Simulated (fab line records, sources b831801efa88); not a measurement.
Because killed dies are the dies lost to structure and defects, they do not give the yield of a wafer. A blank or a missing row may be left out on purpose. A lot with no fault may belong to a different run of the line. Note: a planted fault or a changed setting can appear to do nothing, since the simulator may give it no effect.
The tool behind it: which one? :: flow sfq line :: route of 325 steps, sampled at 1 step: 14 lots, 42 wafers

## WHAT THE GAUGES SHOWED, per wafer
The record lacks any reading of a measuring or inspecting step that a usual standard deviation could be used to judge.

## WHAT TOOL EACH LOT RAN ON (gives the tool, then ch and the chambers of the sampled wafers, and finally the start)
lot: L340
SFQ_TRILAYER_M3_ETCH_METAL_ETCH_078: rie metal-02 ch 0,1, day 40 11:41

lot: L342
SFQ_TRILAYER_M3_ETCH_METAL_ETCH_078: rie metal-04 ch 0,1, day 40 17:41

lot: L343
SFQ_TRILAYER_M3_ETCH_METAL_ETCH_078: rie metal-03 ch 0,1, day 40 20:05

lot: L346
SFQ_TRILAYER_M3_ETCH_METAL_ETCH_078: rie metal-02 ch 0, day 41 03:17

lot: L347
SFQ_TRILAYER_M3_ETCH_METAL_ETCH_078: rie metal-04 ch 0,1, day 41 04:29

lot: L351
SFQ_TRILAYER_M3_ETCH_METAL_ETCH_078: rie metal-02 ch 0,1, day 43 09:05

lot: L352
SFQ_TRILAYER_M3_ETCH_METAL_ETCH_078: rie metal-04 ch 0,1, day 43 10:17

lot: L353
SFQ_TRILAYER_M3_ETCH_METAL_ETCH_078: rie metal-02 ch 0,1, day 43 11:29

lot: L356
SFQ_TRILAYER_M3_ETCH_METAL_ETCH_078: rie metal-04 ch 0,1, day 43 15:05

lot: L358
SFQ_TRILAYER_M3_ETCH_METAL_ETCH_078: rie metal-04 ch 0,1, day 43 17:29

lot: L359
SFQ_TRILAYER_M3_ETCH_METAL_ETCH_078: rie metal-02 ch 0,1, day 49 18:31

lot: L360
SFQ_TRILAYER_M3_ETCH_METAL_ETCH_078: rie metal-03 ch 0,1, day 50 10:05

lot: L362
SFQ_TRILAYER_M3_ETCH_METAL_ETCH_078: rie metal-02 ch 0,1, day 51 05:04

lot: L363
SFQ_TRILAYER_M3_ETCH_METAL_ETCH_078: rie metal-02 ch 0,1, day 51 23:07
- SFQ_TRILAYER_M3_ETCH_METAL_ETCH_078: etches Nb in Cl2/Ar, stops on SiO2, target depth 240 nm, time 120 s.

## AS READ BY THE TOOLS THEMSELVES (means over the sampled wafers that have a number; for cases with no such wafer, the mark the record gives instead)
SFQ_TRILAYER_M3_ETCH_METAL_ETCH_078.
lot: L340
tool: rie metal-02
bias w (W): 79.94
drypump motor current A (A): 5.9
oes product au (a.u.): 0.903

lot: L342
tool: rie metal-04
bias w (W): 80.18
drypump motor current A (A): 5.7
oes product au (a.u.): 0.913

lot: L343
tool: rie metal-03
bias w (W): 80.35
drypump motor current A (A): 6.3
oes product au (a.u.): 0.894

lot: L346
tool: rie metal-02
bias w (W): 79.83
drypump motor current A (A): 5.4
oes product au (a.u.): 0.899

lot: L347
tool: rie metal-04
bias w (W): 80.07
drypump motor current A (A): 5.6
oes product au (a.u.): 0.887

lot: L351
tool: rie metal-02
bias w (W): 76.78
drypump motor current A (A): 6.0
oes product au (a.u.): 0.890

lot: L352
tool: rie metal-04
bias w (W): 79.94
drypump motor current A (A): 5.6
oes product au (a.u.): 0.901

lot: L353
tool: rie metal-02
bias w (W): 77.32
drypump motor current A (A): 5.7
oes product au (a.u.): 0.895

lot: L356
tool: rie metal-04
bias w (W): 80.10
drypump motor current A (A): 5.6
oes product au (a.u.): 0.891

lot: L358
tool: rie metal-04
bias w (W): 79.76
drypump motor current A (A): 5.6
oes product au (a.u.): 0.889

lot: L359
tool: rie metal-02
bias w (W): 80.07
drypump motor current A (A): 5.7
oes product au (a.u.): 0.889

lot: L360
tool: rie metal-03
bias w (W): 80.06
drypump motor current A (A): 6.4
oes product au (a.u.): 0.896

lot: L362
tool: rie metal-02
bias w (W): 80.07
drypump motor current A (A): 5.7
oes product au (a.u.): 0.898

lot: L363
tool: rie metal-02
bias w (W): 79.98
drypump motor current A (A): 5.7
oes product au (a.u.): 0.894

## THE ANSWER, worked out from the rows above alone
Rule: the usual values come from the lots themselves. Put in order of their means at a reading, lots are off if they are a third of the lots or fewer, leave a main group of 4 or more, and stand apart from it by a gap of 3 or more times the standard deviation of the main group's means; of several such gaps the widest counts. The tables above print the reading to a certain number of digits; a main group whose means all agree to those digits is not used. Also off: a lot with no number at a reading for which 4 or more lots have one. The other lots that the step has rows for count as sound. Order of review: gauges by route order, followed by the tools' own readings, for which a lot's mean as printed above is used. The first step at which some lot is off is used, and at that step the reading that is off furthest; a lot without a number counts as furthest.
Off: L351, L353, at SFQ_TRILAYER_M3_ETCH_METAL_ETCH_078 (bias w). The main group: mean 80.03 W, standard deviation 0.15.
If a tool, at that step or one of the process steps before it, ran each lot that is off and ran no sound lot following the first of them, it fits. Not one of the candidates tried fits.

## WHAT HAD BEEN PUT IN BY THE SIMULATOR
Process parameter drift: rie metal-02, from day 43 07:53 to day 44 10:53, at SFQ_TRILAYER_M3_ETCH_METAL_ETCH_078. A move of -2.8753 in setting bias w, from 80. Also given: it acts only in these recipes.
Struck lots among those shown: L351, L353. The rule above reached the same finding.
